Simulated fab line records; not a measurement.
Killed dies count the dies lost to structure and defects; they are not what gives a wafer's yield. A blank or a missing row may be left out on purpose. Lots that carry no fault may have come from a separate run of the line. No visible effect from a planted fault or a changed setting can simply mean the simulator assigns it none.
fab line records -- flow sky130
[record] lots = 11, wafers = 33, last-day = 50
route steps=708 shown CAP2M@617 VIA4@650 PASSIVATION@683
lots untouched by any fault: they come from a run of this same line in which no faults occurred
start-h: start of the lot's first displayed wafer, in hours after the record's first day -- wait-h: how many hours have passed since the lot's step before this one -- " as in the row above -- L1.1+2: one row covering several wafers at once -- - no value present, or no start provided -- * or withheld: withheld -- < > ~ a bound
route shown NAME@n: NAME is a module with steps in the file, n the number in the route of the first one -- usual: mean and standard deviation over wafers with no fault -- same: alike in all rows -- chamber/n: place in a boat -- sites: readings site by site -- _std_site: how widely they spread, as a standard deviation -- _edge_site: outer sites' mean less inner sites' -- radius-mm: for every site, how far away it sits from the centre of the wafer -- mask NAME#n: copy n -- behind: the tool/chamber that last shaped the wafer -- hold: reason for holding the lot/hours on hold/outcome of the hold -- device: which transistor (n, p or np) failed to switch -- end of line: tests run on the same wafers once the route is complete -- a step with no rows: only its recipe -- killed: count of dies lost to structure and defects at first sort (not the wafer's yield) -- map: a wafer's dies, marking killed ones x, the rest . and places with no die _
set.NAME: the setting as run; set.NAME@STEP: as run at that earlier step -- model.NAME: the simulator's own value behind a step, which no gauge read
route steps across a sampled set of lots; one table per step, one row per wafer
services: a tool's chamber out of use, with start hour (start-h, from the record's first day; less than 0 if before it), hours out, and reason
[[steps]]
[step SKY_CAP2M_STRIP_14]
[recipe] chemistry = O2/N2, power-w = 1400, pressure-mtorr = 1500, platen-temp-c = withheld, o2-flow-sccm = 3000, n2-flow-sccm = 300, overash-fraction = 0.5
[usual] drypump-motor-current-A = 5.5/0.37, oes-product-au = 0.710/0.005, strip-time-to-endpoint-s = 12.64/0.041
lot.wafer,tool,chamber,start-h,wait-h,drypump-motor-current-A,oes-product-au,rf-hours-counter-h,strip-time-to-endpoint-s
L950.1,plasma-asher-01,1,941.49,0.1,4.9,0.707,20,12.66
L950.2,plasma-asher-01,0,941.49,0.1,5.8,0.712,20,12.65
L950.4,plasma-asher-01,0,941.49,0.1,5.8,0.707,-,12.66
L951.1,plasma-asher-03,0,963.11,0.1,5.3,0.706,85,12.62
L951.3,plasma-asher-03,1,963.11,0.1,5.9,0.715,-,12.64
L951.6,plasma-asher-03,0,963.11,0.1,5.3,0.713,-,12.65
L953.1,plasma-asher-03,1,985.51,0.1,5.9,0.713,88,12.65
L953.4,plasma-asher-03,1,985.51,0.1,5.9,0.712,-,12.64
L953.5,plasma-asher-03,0,985.51,0.1,5.3,0.714,-,12.70
L955.1,plasma-asher-01,1,1003.10,0.1,5.0,0.701,28,12.60
L955.4,plasma-asher-01,1,1003.10,0.1,4.9,0.709,-,12.64
L955.5,plasma-asher-01,0,1003.10,0.1,5.7,0.717,-,12.66
L956.1,plasma-asher-01,0,1017.91,0.1,5.7,0.708,29,12.69
L956.4,plasma-asher-01,0,1017.91,0.1,5.8,0.708,-,12.62
L956.6,plasma-asher-01,1,1017.91,0.1,5.0,0.721,-,12.68
L958.2,plasma-asher-03,0,1018.54,0.1,5.3,0.703,91,12.63
L958.3,plasma-asher-03,0,1018.54,0.1,5.3,0.707,-,12.60
L958.6,plasma-asher-03,0,1018.54,0.1,5.3,0.711,-,12.55
L959.1,plasma-asher-03,1,1022.76,0.1,5.9,0.713,92,12.63
L959.2,plasma-asher-03,0,1022.76,0.1,5.3,0.710,92,12.62
L959.6,plasma-asher-03,1,1022.76,0.1,5.9,0.718,-,12.65
L963.1,plasma-asher-03,1,1058.55,0.1,5.9,0.706,96,12.61
L963.4,plasma-asher-03,1,1058.55,0.1,5.9,0.718,-,12.64
L963.6,plasma-asher-03,0,1058.55,0.1,5.3,0.714,-,12.64
L961.1,plasma-asher-01,0,1062.51,0.1,5.7,0.712,34,12.68
L961.5,plasma-asher-01,0,1062.51,0.1,5.7,0.710,-,12.69
L961.6,plasma-asher-01,1,1062.51,0.1,4.9,0.708,-,12.64
L970.1,plasma-asher-03,1,1090.56,0.1,5.9,0.712,98,12.67
L970.3,plasma-asher-03,1,1090.56,0.1,5.9,0.705,-,12.67
L970.4,plasma-asher-03,0,1090.56,0.1,5.3,0.709,-,12.67
L971.3,plasma-asher-03,1,1091.31,0.1,5.9,0.707,-,12.68
L971.4,plasma-asher-03,0,1091.31,0.1,5.3,0.717,-,12.66
L971.5,plasma-asher-03,0,1091.31,0.1,5.3,0.712,-,12.64
[step SKY_VIA4_OVL_MEAS_11]
[usual] VIA4_OVL = -1.1/1.6
lot.wafer,tool,chamber,start-h,wait-h,VIA4_OVL[nm]
L950.1,overlay-02,-,990.87,0.1,0.6
L950.2,overlay-02,-,990.87,0.1,0.8
L950.4,overlay-02,-,990.87,0.1,0.2
L951.1,overlay-02,-,1011.87,0.1,-3.0
L951.3,overlay-02,-,1011.87,0.1,-2.7
L951.6,overlay-02,-,1011.87,0.1,-1.6
L953.1,overlay-02,-,1034.08,0.1,-1.5
L953.4,overlay-02,-,1034.08,0.1,-2.2
L953.5,overlay-02,-,1034.08,0.1,-2.6
L955.1,overlay-02,-,1050.85,0.1,-2.3
L955.4,overlay-02,-,1050.85,0.1,-1.3
L955.5,overlay-02,-,1050.85,0.1,-1.3
L956.1,overlay-02,-,1062.70,0.1,-2.6
L956.4,overlay-02,-,1062.70,0.1,-0.4
L956.6,overlay-02,-,1062.70,0.1,-4.0
L958.2,overlay-02,-,1064.00,0.1,-1.2
L958.3,overlay-02,-,1064.00,0.1,-1.9
L958.6,overlay-02,-,1064.00,0.1,-4.4
L959.1,overlay-02,-,1068.97,0.1,-0.7
L959.2,overlay-02,-,1068.97,0.1,-2.0
L959.6,overlay-02,-,1068.97,0.1,-1.5
L963.1,overlay-02,-,1101.73,0.1,-0.3
L963.4,overlay-02,-,1101.73,0.1,0.0
L963.6,overlay-02,-,1101.73,0.1,0.4
L961.1,overlay-01,-,1105.90,0.1,1.0
L961.5,overlay-01,-,1105.90,0.1,2.4
L961.6,overlay-01,-,1105.90,0.1,1.6
L970.1,overlay-01,-,1132.75,0.1,-0.5
L970.3,overlay-01,-,1132.75,0.1,0.2
L970.4,overlay-01,-,1132.75,0.1,0.8
L971.3,overlay-01,-,1133.59,0.1,-2.1
L971.4,overlay-01,-,1133.59,0.1,-1.2
L971.5,overlay-01,-,1133.59,0.1,-1.4
[step SKY_VIA4_CMP_21]
[recipe] stop-on = SiO2, t-overpolish-s = 25, down-force-psi = 3.5, platen-rpm = 60, target-thk-nm = 0, pad-velocity-m-s = 0.94248
[usual] motor-current-A = 11.8/1.9, overpolish-run-s = 25.001/0.0092, time-to-endpoint-s = 126/4.4
lot.wafer,tool,chamber,start-h,wait-h,motor-current-A,overpolish-run-s,time-to-endpoint-s
L950.1,cmp-01,3,991.98,0.1,11.5,24.989,117
L950.2,cmp-01,0,991.98,0.1,9.8,24.997,121
L950.4,cmp-01,2,991.98,0.1,15.0,24.985,121
L951.3,cmp-02,1,1012.96,0.0,9.9,25.014,124
L951.1,cmp-02,3,1012.96,0.0,11.8,25.012,124
L951.6,cmp-02,2,1012.96,0.0,14.3,25.001,126
L953.1,cmp-02,1,1035.22,0.1,10.4,24.997,130
L953.4,cmp-02,2,1035.22,0.1,14.3,24.999,128
L953.5,cmp-02,1,1035.22,0.1,10.4,24.996,128
L955.1,cmp-02,3,1051.96,0.1,11.9,24.979,123
L955.4,cmp-02,0,1051.96,0.1,12.4,25.004,119
L955.5,cmp-02,0,1051.96,0.1,12.6,25.006,123
L956.1,cmp-01,3,1063.85,0.1,11.6,24.993,122
L956.4,cmp-01,1,1063.85,0.1,9.7,25.006,120
L956.6,cmp-01,3,1063.85,0.1,11.6,24.989,131
L958.2,cmp-01,0,1065.13,0.0,9.9,24.994,121
L958.3,cmp-01,1,1065.13,0.0,9.4,25.002,120
L958.6,cmp-01,1,1065.13,0.0,10.0,24.995,121
L959.2,cmp-01,2,1070.06,0.0,15.0,25.006,127
L959.1,cmp-01,0,1070.06,0.0,9.9,25.020,119
L959.6,cmp-01,2,1070.06,0.0,15.8,25.012,126
L963.1,cmp-02,0,1102.97,0.1,12.5,24.996,124
L963.4,cmp-02,1,1102.97,0.1,10.3,25.014,124
L963.6,cmp-02,0,1102.97,0.1,11.8,25.002,127
L961.1,cmp-02,3,1107.14,0.2,11.7,25.018,122
L961.5,cmp-02,0,1107.14,0.2,11.9,24.986,132
L961.6,cmp-02,1,1107.14,0.2,10.1,24.996,127
L970.1,cmp-01,3,1133.85,0.1,11.7,25.005,135
L970.4,cmp-01,0,1133.85,0.1,9.2,25.016,130
L970.3,cmp-01,2,1133.85,0.1,14.8,24.993,126
L971.3,cmp-01,1,1134.71,0.0,9.8,25.007,132
L971.4,cmp-01,2,1134.71,0.0,14.8,24.993,130
L971.5,cmp-01,1,1134.71,0.0,9.4,24.993,125
[step SKY_PASSIVATION_CVD_02]
[recipe] material = Si3N4, target-thk-nm = 540, temp-c = 400, time-s = withheld, rf-w = 450
[usual] heater-power-w = 722/140, rf-fwd-power-W = 449.2/1.4
lot.wafer,tool,chamber,start-h,wait-h,heater-power-w,rf-fwd-power-W
L950.1,pecvd-04,2,1016.82,0.1,650,450.2
L950.2,pecvd-04,1,1016.82,0.1,738,449.9
L950.4,pecvd-04,0,1016.82,0.1,813,450.4
L951.1,pecvd-04,1,1036.47,0.1,760,448.5
L951.3,pecvd-04,2,1036.47,0.1,622,449.8
L951.6,pecvd-04,1,1036.47,0.1,777,450.3
L953.1,pecvd-01,2,1057.68,0.1,562,450.2
L953.4,pecvd-01,2,1057.68,0.1,598,450.0
L953.5,pecvd-01,0,1057.68,0.1,1024,448.5
L955.1,pecvd-01,2,1074.53,0.1,632,448.4
L955.4,pecvd-01,2,1074.53,0.1,649,449.6
L955.5,pecvd-01,0,1074.53,0.1,1065,448.7
L956.1,pecvd-04,0,1086.12,0.1,825,446.9
L956.4,pecvd-04,2,1086.12,0.1,623,452.0
L956.6,pecvd-04,1,1086.12,0.1,768,450.0
L958.2,pecvd-01,2,1087.58,0.0,597,629.7
L958.3,pecvd-01,1,1087.58,0.0,663,630.4
L958.6,pecvd-01,0,1087.58,0.0,1056,628.5
L959.1,pecvd-03,2,1093.18,0.1,549,449.2
L959.2,pecvd-03,1,1093.18,0.1,727,447.6
L959.6,pecvd-03,2,1093.18,0.1,559,447.2
L963.1,pecvd-04,0,1123.67,0.1,704,450.6
L963.4,pecvd-04,1,1123.67,0.1,783,450.9
L963.6,pecvd-04,0,1123.67,0.1,751,450.6
L961.1,pecvd-01,0,1128.50,0.1,1079,628.3
L961.5,pecvd-01,1,1128.50,0.1,571,629.0
L961.6,pecvd-01,2,1128.50,0.1,556,626.7
L970.1,pecvd-04,0,1153.31,0.1,708,451.8
L970.3,pecvd-04,2,1153.31,0.1,647,447.9
L970.4,pecvd-04,0,1153.31,0.1,732,451.3
L971.3,pecvd-03,2,1154.21,0.0,640,451.6
L971.4,pecvd-03,0,1154.21,0.0,778,450.6
L971.5,pecvd-03,2,1154.21,0.0,648,453.1
[step SKY_PASSIVATION_THK_MEAS_03]
[recipe] reads = Si3N4_of_PASSIVATION_CVD_02
[usual] PASSIVATION_CVD_02_THK = 541/6.7
lot.wafer,tool,chamber,start-h,wait-h,PASSIVATION_CVD_02_THK[nm]
L950.1,film-metro-03,-,1017.04,-,531
L950.2,film-metro-03,-,1017.04,-,534
L950.4,film-metro-03,-,1017.04,-,543
L951.1,film-metro-03,-,1036.70,-,532
L951.3,film-metro-03,-,1036.70,-,529
L951.6,film-metro-03,-,1036.70,-,545
L953.1,film-metro-01,-,1057.91,-,536
L953.4,film-metro-01,-,1057.91,-,546
L953.5,film-metro-01,-,1057.91,-,537
L955.1,film-metro-03,-,1074.76,-,542
L955.4,film-metro-03,-,1074.76,-,552
L955.5,film-metro-03,-,1074.76,-,552
L956.1,film-metro-02,-,1086.34,-,537
L956.4,film-metro-02,-,1086.34,-,550
L956.6,film-metro-02,-,1086.34,-,551
L958.2,film-metro-01,-,1087.81,-,601
L958.3,film-metro-01,-,1087.81,-,600
L958.6,film-metro-01,-,1087.81,-,611
L959.1,film-metro-01,-,1093.40,-,532
L959.2,film-metro-01,-,1093.40,-,529
L959.6,film-metro-01,-,1093.40,-,545
L963.1,film-metro-02,-,1123.90,-,538
L963.4,film-metro-02,-,1123.90,-,545
L963.6,film-metro-02,-,1123.90,-,546
L961.1,film-metro-03,-,1128.72,-,600
L961.5,film-metro-03,-,1128.72,-,607
L961.6,film-metro-03,-,1128.72,-,605
L970.1,film-metro-02,-,1153.54,-,533
L970.3,film-metro-02,-,1153.54,-,534
L970.4,film-metro-02,-,1153.54,-,542
L971.3,film-metro-02,-,1154.45,-,536
L971.4,film-metro-02,-,1154.45,-,549
L971.5,film-metro-02,-,1154.45,-,545
[[services]]
tool,chamber,start-h,hours,kind
pecvd-03,0,918.61,3.9,repair
cmp-02,-,922.79,2.2,repair
cmp-02,-,974.12,4.5,pm
pecvd-03,1,977.01,8.1,repair
cmp-02,-,985.45,2.4,repair
cmp-02,-,988.12,0.4,repair
pecvd-04,2,990.55,2.0,repair
cmp-01,-,990.89,0.7,repair
pecvd-03,-,993.19,0.8,pm
pecvd-03,-,1001.39,18.6,repair
cmp-01,-,1017.92,0.7,repair
pecvd-04,2,1024.04,6.1,repair
cmp-02,-,1033.42,1.7,repair
cmp-01,-,1051.07,0.5,repair
pecvd-01,1,1051.46,5.1,repair
cmp-01,-,1051.89,2.3,repair
plasma-asher-03,-,1069.45,7.2,repair
cmp-01,-,1077.10,2.1,repair
cmp-02,-,1084.00,4.0,pm
plasma-asher-01,-,1088.18,14.6,pm
cmp-01,-,1099.52,4.6,pm
plasma-asher-01,-,1108.76,0.9,repair
cmp-02,-,1137.21,2.1,repair
pecvd-04,-,1138.05,0.7,repair
[[key]]
[first-sign] step = SKY_PASSIVATION_CVD_02, reading = rf-fwd-power-W, direction = up, sigmas = 99+, usual = 449.2, struck = 628.8
[effect] step = SKY_PASSIVATION_THK_MEAS_03, reading = PASSIVATION_CVD_02_THK, direction = up, sigmas = 9.4, usual = 541, struck = 604
met-at SKY_PASSIVATION_CVD_02
struck-lots L958,L961
not-acting-at SKY_CAP2M_STRIP_14,SKY_VIA4_OVL_MEAS_11,SKY_VIA4_CMP_21
onset-between 1074.53 1087.58
[fault] kind = process-parameter-drift, tool = pecvd-01, chamber = -, onset-h = 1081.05, steps = SKY_PASSIVATION_CVD_02, channel = rf-w, offset = 180, shape = step, end-h = 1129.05, acts-in = these-recipes-only, stated = 450
